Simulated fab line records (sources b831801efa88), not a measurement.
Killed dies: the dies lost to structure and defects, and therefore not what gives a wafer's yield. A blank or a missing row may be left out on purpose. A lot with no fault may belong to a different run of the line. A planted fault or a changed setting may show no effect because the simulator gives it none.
fab line records | flow gf180mcu
record: lots: 13 | wafers: 38 | last-day: 34
route steps=602 shown M5@533 TOP_METAL@571 PASSIVATION@598
lots untouched by any fault: they come from a run of this same line in which no faults occurred
start-h: the number of hours between the record's first day and the start of the first shown wafer of the lot | wait-h: time in hours since the lot's previous step | " identical to the entry in the row above | L1.1+2: several wafers, shown together as one row | - value missing, or start not given | * or withheld: withheld | < > ~ a bound
route shown NAME@n: a module of which the file shows steps, and the number in the route of the first | usual: average and standard deviation across the fault-free wafers | same: alike in all rows | chamber/n: place in a boat | sites: per-site readings | _std_site: standard deviation across them | _edge_site: mean of outer sites minus mean of inner sites | radius-mm: for every site, how far away it sits from the centre of the wafer | mask NAME#n: copy n | behind: tool/chamber where the wafer was last shaped | hold: why the lot was held/for how many hours/how that ended | device: which transistor (n, p or np) failed to switch | end of line: the tests these same wafers got at the end of their route | a step with no rows: only its recipe | killed: dies lost to structure and defects at the first sort, not the wafer's yield | map: shows each die of a wafer: x if killed, . if not, _ if none is there
set.NAME: the setting that was run; set.NAME@STEP: the one run at that earlier step | model.NAME: the simulator's own value behind a step, which no gauge read
steps of the route over a sample of lots; a table a step, a row a wafer
services: a tool's chamber out of use, with start hour (start-h, from the record's first day; less than 0 if before it), hours out, and reason
== steps ==
step: GF_M5_CD_MEAS_07
recipe: target-cd-nm: 280
usual: cd-nm: 279.8/0.97
lot.wafer | tool      | chamber | start-h | wait-h | cd-nm
L802.2    | cd-sem-01 | -       | 604.26  | 0.1    | 279.2
L802.3    | "         | -       | "       | "      | 278.5
L802.6    | "         | -       | "       | "      | 280.4
L803.1    | cd-sem-02 | -       | 618.99  | 0.1    | 278.6
L803.3    | "         | -       | "       | "      | 278.9
L803.4    | "         | -       | "       | "      | 278.7
L804.1    | cd-sem-01 | -       | 627.53  | 0.1    | 279.6
L804.5    | "         | -       | "       | "      | 280.6
L804.6    | "         | -       | "       | "      | 278.4
L805.1    | cd-sem-01 | -       | 636.74  | 0.1    | 280.2
L805.2    | "         | -       | "       | "      | 279.8
L805.5    | "         | -       | "       | "      | 279.3
L806.1    | cd-sem-02 | -       | 642.09  | 0.1    | 280.2
L806.2    | "         | -       | "       | "      | 279.0
L806.6    | "         | -       | "       | "      | 280.7
L807.1    | cd-sem-02 | -       | 653.38  | 0.1    | 281.2
L807.5    | "         | -       | "       | "      | 280.8
L807.6    | "         | -       | "       | "      | 280.2
L808.1    | cd-sem-02 | -       | 659.03  | 0.1    | 279.4
L808.4    | "         | -       | "       | "      | 279.9
L808.5    | "         | -       | "       | "      | 279.7
L810.1    | cd-sem-01 | -       | 670.29  | 0.1    | 278.5
L810.3    | "         | -       | "       | "      | 279.3
L810.4    | "         | -       | "       | "      | 278.8
L811.2    | cd-sem-01 | -       | 680.91  | 0.1    | 280.4
L811.4    | "         | -       | "       | "      | 280.3
L811.6    | "         | -       | "       | "      | 280.5
L819.2    | cd-sem-01 | -       | 739.45  | 0.1    | 279.9
L819.6    | "         | -       | "       | "      | 279.5
L821.4    | cd-sem-01 | -       | 752.95  | 0.1    | 281.2
L821.5    | "         | -       | "       | "      | 279.8
L821.6    | "         | -       | "       | "      | 281.0
L822.3    | cd-sem-01 | -       | 757.33  | 0.1    | 280.5
L822.4    | "         | -       | "       | "      | 281.7
L822.5    | "         | -       | "       | "      | 281.1
L824.2    | cd-sem-01 | -       | 767.65  | 0.1    | 279.4
L824.4    | "         | -       | "       | "      | 278.8
L824.6    | "         | -       | "       | "      | 277.6
step: GF_M5_ETCH_09
recipe: chemistry: CF4/O2 | target: Si3N4 | target-depth-nm: 52 | source-w: 800 | bias-w: 150 | pressure-mtorr: 150 | cf4-flow-sccm: 80 | O2_flow_sccm: 10 | time-s: 11.6
usual: drypump-motor-current-A: 5.64/0.29 | oes-product-au: 1.001/0.0077 | throttle-valve-pct: 5.971/0.0089
lot.wafer | tool        | chamber | start-h | wait-h | drypump-motor-current-A | oes-product-au | rf-hours-counter-h | throttle-valve-pct
L802.2    | rie-diel-01 | 2       | 604.40  | 0.0    | 5.77                    | 0.994          | 24                 | 5.960
L802.3    | "           | 1       | "       | "      | 5.52                    | 1.005          | 12                 | 5.958
L802.6    | "           | 1       | "       | "      | 5.53                    | 1.006          | -                  | 5.980
L803.1    | rie-diel-04 | 0       | 619.15  | 0.0    | 5.45                    | 1.006          | 13                 | 5.969
L803.3    | "           | 1       | "       | "      | 5.41                    | 1.019          | 6                  | 5.965
L803.4    | "           | 3       | "       | "      | 5.74                    | 1.010          | 31                 | 5.978
L804.1    | rie-diel-03 | 0       | 627.69  | 0.0    | 6.29                    | 1.015          | 5                  | 5.967
L804.5    | "           | 2       | "       | "      | 6.00                    | 0.998          | -                  | 5.975
L804.6    | "           | 3       | "       | "      | 5.43                    | 0.987          | -                  | 5.980
L805.1    | rie-diel-03 | 0       | 636.90  | 0.0    | 6.27                    | 0.998          | 6                  | 5.990
L805.2    | "           | 1       | "       | "      | 5.18                    | 1.002          | 12                 | 5.968
L805.5    | "           | 0       | "       | "      | 6.27                    | 0.997          | -                  | 5.974
L806.1    | rie-diel-03 | 3       | 642.25  | 0.0    | 5.44                    | 0.997          | 12                 | 5.969
L806.2    | "           | 0       | "       | "      | 6.27                    | 1.004          | 6                  | 5.972
L806.6    | "           | 0       | "       | "      | 6.28                    | 1.000          | -                  | 5.976
L807.1    | rie-diel-04 | 3       | 653.54  | 0.0    | 5.73                    | 1.005          | 32                 | 5.966
L807.5    | "           | 2       | "       | "      | 5.46                    | 1.004          | -                  | 5.976
L807.6    | "           | 1       | "       | "      | 5.43                    | 1.014          | -                  | 5.987
L808.1    | rie-diel-04 | 1       | 659.19  | 0.0    | 5.41                    | 1.002          | 7                  | 5.970
L808.4    | "           | 3       | "       | "      | 5.74                    | 1.001          | 32                 | 5.973
L808.5    | "           | 3       | "       | "      | 5.73                    | 1.007          | -                  | 5.969
L810.1    | rie-diel-03 | 1       | 670.45  | 0.0    | 5.19                    | 0.997          | 14                 | 5.955
L810.3    | "           | 0       | "       | "      | 6.30                    | 0.990          | 7                  | 5.980
L810.4    | "           | 3       | "       | "      | 5.41                    | 0.996          | 14                 | 5.975
L811.2    | rie-diel-03 | 1       | 681.05  | 0.0    | 5.18                    | 1.002          | 14                 | 5.977
L811.4    | "           | 2       | "       | "      | 6.03                    | 1.009          | 13                 | 5.971
L811.6    | "           | 2       | "       | "      | 6.04                    | 1.009          | -                  | 5.979
L819.2    | rie-diel-01 | 0       | 739.59  | 0.0    | 5.76                    | 0.994          | 22                 | 5.961
L819.6    | "           | 1       | "       | "      | 5.55                    | 1.006          | -                  | 5.966
L821.4    | rie-diel-01 | 3       | 753.06  | 0.0    | 5.45                    | 1.000          | -                  | 5.987
L821.5    | "           | 3       | "       | "      | 5.44                    | 1.001          | -                  | 5.981
L821.6    | "           | 0       | "       | "      | 5.76                    | 1.000          | -                  | 5.971
L822.3    | rie-diel-04 | 3       | 757.45  | 0.0    | 5.74                    | 0.993          | 36                 | 5.970
L822.4    | "           | 3       | "       | "      | 5.70                    | 0.993          | -                  | 5.965
L822.5    | "           | 1       | "       | "      | 5.42                    | 1.003          | -                  | 5.968
L824.2    | rie-diel-01 | 2       | 767.79  | 0.0    | 5.78                    | 0.989          | 30                 | 5.967
L824.4    | "           | 1       | "       | "      | 5.52                    | 1.008          | 18                 | 5.976
L824.6    | "           | 0       | "       | "      | 5.77                    | 0.997          | -                  | 5.967
step: GF_TOP_METAL_SPUTTER_04
recipe: material: TiN | target-thk-nm: 25 | power-w: 6500 | time-s: 20.8 | chamber-pressure-pa: 0.4
usual: throttle-valve-pct: 30.3/1.3
lot.wafer | tool           | chamber | start-h | wait-h | throttle-valve-pct
L802.2    | pvd-sputter-03 | -       | 628.43  | 0.0    | 32.2
L802.3    | "              | -       | "       | "      | 29.5
L802.6    | "              | -       | "       | "      | 29.4
L803.1    | pvd-sputter-04 | -       | 642.46  | 0.0    | 29.6
L803.3    | "              | -       | "       | "      | 30.6
L803.4    | "              | -       | "       | "      | 30.0
L804.1    | pvd-sputter-01 | -       | 650.95  | 0.0    | 30.4
L804.5    | "              | -       | "       | "      | 31.7
L804.6    | "              | -       | "       | "      | 32.8
L805.1    | pvd-sputter-01 | -       | 659.51  | 0.0    | 31.2
L805.2    | "              | -       | "       | "      | 32.9
L805.5    | "              | -       | "       | "      | 30.6
L806.1    | pvd-sputter-03 | -       | 665.14  | 0.0    | 28.1
L806.2    | "              | -       | "       | "      | 30.7
L806.6    | "              | -       | "       | "      | 29.7
L807.1    | pvd-sputter-01 | -       | 677.96  | 0.0    | 32.4
L807.5    | "              | -       | "       | "      | 30.8
L807.6    | "              | -       | "       | "      | 30.3
L808.1    | pvd-sputter-04 | -       | 680.78  | 0.0    | 29.0
L808.4    | "              | -       | "       | "      | 28.6
L808.5    | "              | -       | "       | "      | 28.6
L810.1    | pvd-sputter-01 | -       | 692.46  | 0.0    | 30.8
L810.3    | "              | -       | "       | "      | 31.4
L810.4    | "              | -       | "       | "      | 30.3
L811.2    | pvd-sputter-04 | -       | 703.01  | 0.0    | 28.6
L811.4    | "              | -       | "       | "      | 29.6
L811.6    | "              | -       | "       | "      | 30.7
L819.2    | pvd-sputter-03 | -       | 759.33  | 0.0    | 32.4
L819.6    | "              | -       | "       | "      | 32.2
L821.4    | pvd-sputter-03 | -       | 772.80  | 0.0    | 28.2
L821.5    | "              | -       | "       | "      | 32.2
L821.6    | "              | -       | "       | "      | 30.1
L822.3    | pvd-sputter-04 | -       | 776.14  | 0.0    | 28.4
L822.4    | "              | -       | "       | "      | 29.8
L822.5    | "              | -       | "       | "      | 30.0
L824.2    | pvd-sputter-03 | -       | 786.99  | 0.0    | 29.9
L824.4    | "              | -       | "       | "      | 32.3
L824.6    | "              | -       | "       | "      | 28.2
step: GF_PASSIVATION_ETCH_11
recipe: chemistry: CF4/O2 | target-depth-nm: 1800 | stop-on: TiN | source-w: 800 | bias-w: 150 | pressure-mtorr: 150 | cf4-flow-sccm: 80 | O2_flow_sccm: 10 | time-s: 400
usual: drypump-motor-current-A: 5.7/0.49 | oes-product-au: 0.960/0.0074 | run-length-s: 428.5/0.51 | throttle-valve-pct: 5.959/0.0092
lot.wafer | tool        | chamber | start-h | wait-h | drypump-motor-current-A | oes-product-au | rf-hours-counter-h | run-length-s | throttle-valve-pct
L802.2    | rie-diel-03 | 0       | 669.14  | -      | 6.3                     | 0.961          | 7                  | 427.5        | 5.959
L802.3    | "           | 1       | "       | "      | 5.2                     | 0.957          | 14                 | 428.0        | 5.957
L802.6    | "           | 0       | "       | "      | 6.3                     | 0.958          | -                  | 427.7        | 5.960
L803.1    | rie-diel-02 | 2       | 682.28  | -      | 4.9                     | 0.951          | 9                  | 428.8        | 5.951
L803.3    | "           | 3       | "       | "      | 6.5                     | 0.961          | 7                  | 428.9        | 5.960
L803.4    | "           | 1       | "       | "      | 5.2                     | 0.970          | -                  | 428.2        | 5.970
L804.1    | rie-diel-03 | 0       | 689.79  | -      | 6.3                     | 0.952          | 8                  | 427.5        | 5.960
L804.5    | "           | 3       | "       | "      | 5.4                     | 0.977          | -                  | 427.8        | 5.952
L804.6    | "           | 0       | "       | "      | 6.3                     | 0.966          | -                  | 427.5        | 5.963
L805.1    | rie-diel-04 | 1       | 698.48  | -      | 5.4                     | 0.955          | 8                  | 428.3        | 5.965
L805.2    | "           | 0       | "       | "      | 5.4                     | 0.956          | 15                 | 428.4        | 5.960
L805.5    | "           | 3       | "       | "      | 5.7                     | 0.969          | -                  | 429.1        | 5.948
L806.1    | rie-diel-02 | 0       | 702.97  | -      | 6.3                     | 0.958          | 1                  | 428.8        | 5.945
L806.2    | "           | 2       | "       | "      | 4.9                     | 0.954          | 10                 | 428.8        | 5.950
L806.6    | "           | 3       | "       | "      | 6.5                     | 0.970          | -                  | 428.7        | 5.963
L807.1    | rie-diel-02 | 2       | 715.52  | -      | 4.9                     | 0.957          | 10                 | 429.2        | 5.973
L807.5    | "           | 0       | "       | "      | 6.3                     | 0.946          | -                  | 428.6        | 5.951
L807.6    | "           | 3       | "       | "      | 6.5                     | 0.964          | -                  | 429.3        | 5.969
L808.1    | rie-diel-04 | 1       | 719.03  | -      | 5.4                     | 0.955          | 9                  | 428.6        | 5.952
L808.4    | "           | 0       | "       | "      | 5.4                     | 0.961          | 15                 | 428.6        | 5.981
L808.5    | "           | 0       | "       | "      | 5.4                     | 0.965          | -                  | 428.5        | 5.962
L810.1    | rie-diel-04 | 1       | 729.33  | -      | 5.4                     | 0.952          | 9                  | 428.1        | 5.957
L810.3    | "           | 2       | "       | "      | 5.5                     | 0.957          | 4                  | 427.8        | 5.947
L810.4    | "           | 0       | "       | "      | 5.4                     | 0.953          | 16                 | 428.5        | 5.970
L811.2    | rie-diel-04 | 2       | 739.27  | -      | 5.5                     | 0.961          | 5                  | 427.8        | 5.962
L811.4    | "           | 0       | "       | "      | 5.4                     | 0.962          | 17                 | 428.8        | 5.955
L811.6    | "           | 0       | "       | "      | 5.4                     | 0.965          | -                  | 428.4        | 5.965
L819.2    | rie-diel-04 | 0       | 792.18  | -      | 5.4                     | 0.996          | 20                 | 309.8        | 5.966
L819.6    | "           | 1       | "       | "      | 5.4                     | 1.002          | -                  | 309.8        | 5.967
L821.4    | rie-diel-03 | 1       | 804.57  | -      | 5.2                     | 0.975          | 19                 | 428.0        | 5.970
L821.5    | "           | 2       | "       | "      | 6.0                     | 0.971          | -                  | 429.4        | 5.960
L821.6    | "           | 3       | "       | "      | 5.4                     | 0.958          | -                  | 427.8        | 5.983
L822.3    | rie-diel-02 | 3       | 808.43  | -      | 6.5                     | 0.955          | 13                 | 428.6        | 5.974
L822.4    | "           | 2       | "       | "      | 4.9                     | 0.974          | -                  | 428.9        | 5.948
L822.5    | "           | 1       | "       | "      | 5.2                     | 0.968          | -                  | 428.6        | 5.964
L824.2    | rie-diel-03 | 0       | 817.62  | -      | 6.3                     | 0.962          | 13                 | 427.6        | 5.965
L824.4    | "           | 3       | "       | "      | 5.4                     | 0.966          | 20                 | 428.3        | 5.964
L824.6    | "           | 3       | "       | "      | 5.4                     | 0.962          | -                  | 428.7        | 5.942
step: GF_PASSIVATION_STRIP_12
recipe: chemistry: O2/N2 | power-w: 1400 | pressure-mtorr: 1500 | platen-temp-c: 250 | o2-flow-sccm: 3000 | n2-flow-sccm: 300 | overash-fraction: 0.5
usual: drypump-motor-current-A: 5.8/0.62 | heater-power-w: 341/27 | o2-flow-sccm: 3002/8.4 | oes-product-au: 0.720/0.0047 | platen-temp-c: 250.00/0.18 | strip-time-to-endpoint-s: 34.83/0.16
lot.wafer | tool            | chamber | start-h | wait-h | drypump-motor-current-A | heater-power-w | o2-flow-sccm | oes-product-au | platen-temp-c | rf-hours-counter-h | strip-time-to-endpoint-s
L802.2    | plasma-asher-02 | 1       | 669.38  | 0.1    | 4.9                     | 326            | 2996         | 0.718          | 250.08        | 57                 | 34.97
L802.3    | "               | 0       | "       | "      | 5.3                     | 324            | 2986         | 0.717          | 250.06        | -                  | 34.64
L802.6    | "               | 0       | "       | "      | 5.3                     | 314            | 3016         | 0.716          | 250.09        | -                  | 34.79
L803.1    | plasma-asher-02 | 0       | 682.52  | 0.1    | 5.3                     | 314            | 3012         | 0.712          | 250.08        | 58                 | 34.80
L803.3    | "               | 0       | "       | "      | 5.3                     | 322            | 3013         | 0.714          | 250.36        | -                  | 34.89
L803.4    | "               | 1       | "       | "      | 5.0                     | 346            | 3012         | 0.721          | 250.11        | -                  | 34.81
L804.1    | plasma-asher-02 | 0       | 690.03  | 0.1    | 5.3                     | 325            | 3001         | 0.722          | 249.86        | 59                 | 34.88
L804.5    | "               | 1       | "       | "      | 4.9                     | 334            | 3000         | 0.725          | 249.86        | -                  | 34.75
L804.6    | "               | 0       | "       | "      | 5.3                     | 323            | 3010         | 0.722          | 249.87        | -                  | 34.98
L805.1    | plasma-asher-03 | 0       | 698.72  | 0.1    | 6.1                     | 360            | 3003         | 0.724          | 250.03        | 26                 | 35.06
L805.2    | "               | 1       | "       | "      | 6.7                     | 328            | 3006         | 0.716          | 249.60        | 26                 | 34.81
L805.5    | "               | 0       | "       | "      | 6.1                     | 365            | 2995         | 0.724          | 249.94        | -                  | 34.80
L806.1    | plasma-asher-03 | 0       | 703.21  | 0.1    | 6.1                     | 360            | 2996         | 0.732          | 250.07        | 26                 | 34.91
L806.2    | "               | 1       | "       | "      | 6.7                     | 340            | 3001         | 0.722          | 250.28        | 26                 | 34.90
L806.6    | "               | 0       | "       | "      | 6.1                     | 362            | 2995         | 0.724          | 249.88        | -                  | 34.99
L807.1    | plasma-asher-03 | 0       | 715.76  | 0.1    | 6.1                     | 354            | 3000         | 0.717          | 249.69        | 27                 | 34.98
L807.5    | "               | 0       | "       | "      | 6.1                     | 349            | 3002         | 0.715          | 250.08        | -                  | 34.83
L807.6    | "               | 1       | "       | "      | 6.7                     | 335            | 3001         | 0.725          | 250.13        | -                  | 35.06
L808.1    | plasma-asher-03 | 0       | 719.27  | 0.1    | 6.1                     | 354            | 2999         | 0.722          | 250.03        | 28                 | 34.88
L808.4    | "               | 1       | "       | "      | 6.7                     | 338            | 2988         | 0.717          | 250.30        | -                  | 35.04
L808.5    | "               | 1       | "       | "      | 6.6                     | 337            | 2990         | 0.717          | 250.30        | -                  | 35.05
L810.1    | plasma-asher-03 | 0       | 729.57  | 0.1    | 6.1                     | 363            | 3002         | 0.723          | 249.72        | 29                 | 34.96
L810.3    | "               | 0       | "       | "      | 6.1                     | 365            | 2997         | 0.726          | 250.05        | -                  | 34.97
L810.4    | "               | 1       | "       | "      | 6.6                     | 337            | 2998         | 0.716          | 249.96        | -                  | 34.99
L811.2    | plasma-asher-02 | 1       | 739.51  | 0.1    | 5.0                     | 333            | 2998         | 0.722          | 250.13        | 63                 | 34.62
L811.4    | "               | 1       | "       | "      | 5.0                     | 340            | 3010         | 0.718          | 250.21        | -                  | 34.76
L811.6    | "               | 0       | "       | "      | 5.3                     | 316            | 3006         | 0.717          | 249.88        | -                  | 34.91
L819.2    | plasma-asher-01 | 1       | 792.42  | 0.1    | 5.6                     | 396            | 2995         | 0.722          | 249.88        | 4                  | 38.91
L819.6    | "               | 1       | "       | "      | 5.6                     | 401            | 2997         | 0.716          | 249.99        | -                  | 38.89
L821.4    | plasma-asher-01 | 1       | 804.84  | 0.2    | 5.6                     | 389            | 3022         | 0.710          | 250.00        | -                  | 34.63
L821.5    | "               | 1       | "       | "      | 5.6                     | 397            | 3011         | 0.712          | 250.24        | -                  | 34.64
L821.6    | "               | 0       | "       | "      | 6.3                     | 302            | 3002         | 0.711          | 249.85        | -                  | 34.67
L822.3    | plasma-asher-03 | 0       | 808.70  | 0.2    | 6.1                     | 366            | 3009         | 0.720          | 250.10        | -                  | 35.08
L822.4    | "               | 1       | "       | "      | 6.7                     | 334            | 2993         | 0.726          | 249.62        | -                  | 34.88
L822.5    | "               | 1       | "       | "      | 6.7                     | 331            | 3001         | 0.720          | 249.76        | -                  | 34.89
L824.2    | plasma-asher-02 | 0       | 817.86  | 0.1    | 5.3                     | 318            | 3008         | 0.710          | 250.27        | 72                 | 34.48
L824.4    | "               | 1       | "       | "      | 4.9                     | 333            | 3006         | 0.714          | 249.81        | -                  | 34.68
L824.6    | "               | 1       | "       | "      | 5.0                     | 333            | 2988         | 0.716          | 249.59        | -                  | 34.52
== services ==
tool            | chamber | start-h | hours | kind
pvd-sputter-04  | -       | 583.84  | 14.3  | repair
rie-diel-04     | 0       | 593.00  | 7.8   | repair
pvd-sputter-03  | -       | 629.16  | 1.8   | repair
pvd-sputter-03  | -       | 634.48  | 7.4   | repair
plasma-asher-03 | -       | 637.33  | 4.2   | repair
rie-diel-02     | -       | 641.27  | 2.8   | pm
plasma-asher-03 | -       | 652.72  | 15.6  | pm
rie-diel-04     | -       | 664.38  | 14.6  | pm
plasma-asher-03 | -       | 680.19  | 3.6   | repair
pvd-sputter-04  | -       | 699.92  | 0.7   | repair
plasma-asher-02 | -       | 718.16  | 14.6  | pm
rie-diel-01     | 2       | 746.13  | 8.9   | repair
rie-diel-04     | 2       | 746.45  | 17.5  | repair
rie-diel-01     | 1       | 752.07  | 8.5   | repair
rie-diel-03     | 0       | 752.49  | 5.7   | repair
pvd-sputter-01  | -       | 757.65  | 9.8   | repair
rie-diel-02     | 3       | 763.64  | 4.7   | repair
pvd-sputter-04  | -       | 777.44  | 5.1   | repair
rie-diel-04     | 1       | 777.50  | 6.9   | repair
rie-diel-04     | 2       | 780.42  | 1.8   | repair
rie-diel-02     | 0       | 800.12  | 9.0   | repair
pvd-sputter-03  | -       | 802.90  | 0.6   | repair
rie-diel-02     | -       | 803.36  | 0.4   | repair
pvd-sputter-03  | -       | 806.52  | 3.5   | repair
== key ==
first-sign: step: GF_PASSIVATION_ETCH_11 | reading: run-length-s | direction: down | sigmas: 99+ | usual: * | struck: *
effect: step: GF_PASSIVATION_ETCH_11 | reading: oes-product-au | direction: up | sigmas: 5.3 | usual: 0.960 | struck: 0.999
effect: step: GF_PASSIVATION_STRIP_12 | reading: strip-time-to-endpoint-s | direction: up | sigmas: 25 | usual: * | struck: *
met-at GF_PASSIVATION_ETCH_11
struck-lots L819
struck-wafers L819.2,L819.6
later-rows-left-out L819.2,L819.6
sort-left-out L819.2,L819.6
not-acting-at GF_M5_CD_MEAS_07,GF_M5_ETCH_09,GF_TOP_METAL_SPUTTER_04
onset-between 739.27 792.18
fault: kind: process-parameter-drift | tool: rie-diel-04 | chamber: - | onset-h: 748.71 | steps: GF_PASSIVATION_ETCH_11 | channel: time-s | offset: * | shape: step | end-h: 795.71 | scope: struck-wafers-only | acts-in: * | stated: *
sort-left-out: the simulated sort isn't trusted on such a fault, so these wafers' sort isn't shown, and their yield isn't known
later-rows-left-out: the simulator's readings of these wafers behind a module that went badly wrong aren't trusted and aren't shown, but for the sort
